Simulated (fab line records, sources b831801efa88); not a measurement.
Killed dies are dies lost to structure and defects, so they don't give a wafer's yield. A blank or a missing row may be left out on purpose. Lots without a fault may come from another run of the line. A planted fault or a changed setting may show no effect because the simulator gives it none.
Which tool did it? | flow sfq_line | 15 lots, 42 wafers sampled, at 1 step of a route of 325

WHAT THE GAUGES READ, wafer by wafer
SFQ_I3_BOW_MEAS_922.
lot  | measured     | on            | I3_BOW (um)
L547 | day 36 12:35 | film_metro-02 | 4 -3 -3
L548 | day 37 17:53 | film_metro-01 | 16 21 11
L549 | day 37 18:37 | film_metro-04 | -8 -7 -22
L550 | day 37 21:38 | film_metro-04 | 3 1 -1
L551 | day 39 21:35 | film_metro-04 | 24 2 14
L552 | day 40 03:35 | film_metro-04 | 14 10 14
L553 | day 40 09:59 | film_metro-01 | 3 -8 -6
L554 | day 40 21:35 | film_metro-02 | -12 -14 -11
L557 | day 41 13:35 | film_metro-04 | 0 4 2
L558 | day 41 21:35 | film_metro-04 | -6 2
L559 | day 42 04:38 | film_metro-01 | -16 -15
L561 | day 42 17:25 | film_metro-01 | 20 5
L566 | day 52 05:19 | film_metro-01 | 15 20 7
L568 | day 52 10:47 | film_metro-02 | -13 0 3
L569 | day 52 13:46 | film_metro-02 | 5 -6 -11

WHICH TOOL RAN EACH LOT (tool, then ch and the chambers of the sampled wafers, then the start)
The record holds no process step before these readings.

WHAT THE TOOLS THEMSELVES READ (means of the sampled wafers that have a number; where no wafer has one, the mark that the record gives instead)
The record holds no such reading with a usual standard deviation.

THE ANSWER, worked out from the rows above alone
Rule: what is usual is taken from the lots themselves. Put in order of their means at a reading, lots are off if they are a third of the lots or fewer, leave a main group of 4 or more, and stand apart from it by a gap of 3 or more times the standard deviation of the main group's means; of several such gaps the widest counts. A main group whose means are all the same, to the digits that the tables above print for the reading, isn't used. A lot without any number at a reading at which 4 lots or more have one is off too. The other lots that the step has rows for count as sound. The gauges are gone through in route order, then the tools' own readings, and for those a lot's mean is taken as printed above. The first step at which some lot is off is used, and at that step the reading that is off furthest; a lot without a number counts as furthest.
No lot is off at any reading shown: from this, nothing can be told.

WHAT THE SIMULATOR HAD PUT IN
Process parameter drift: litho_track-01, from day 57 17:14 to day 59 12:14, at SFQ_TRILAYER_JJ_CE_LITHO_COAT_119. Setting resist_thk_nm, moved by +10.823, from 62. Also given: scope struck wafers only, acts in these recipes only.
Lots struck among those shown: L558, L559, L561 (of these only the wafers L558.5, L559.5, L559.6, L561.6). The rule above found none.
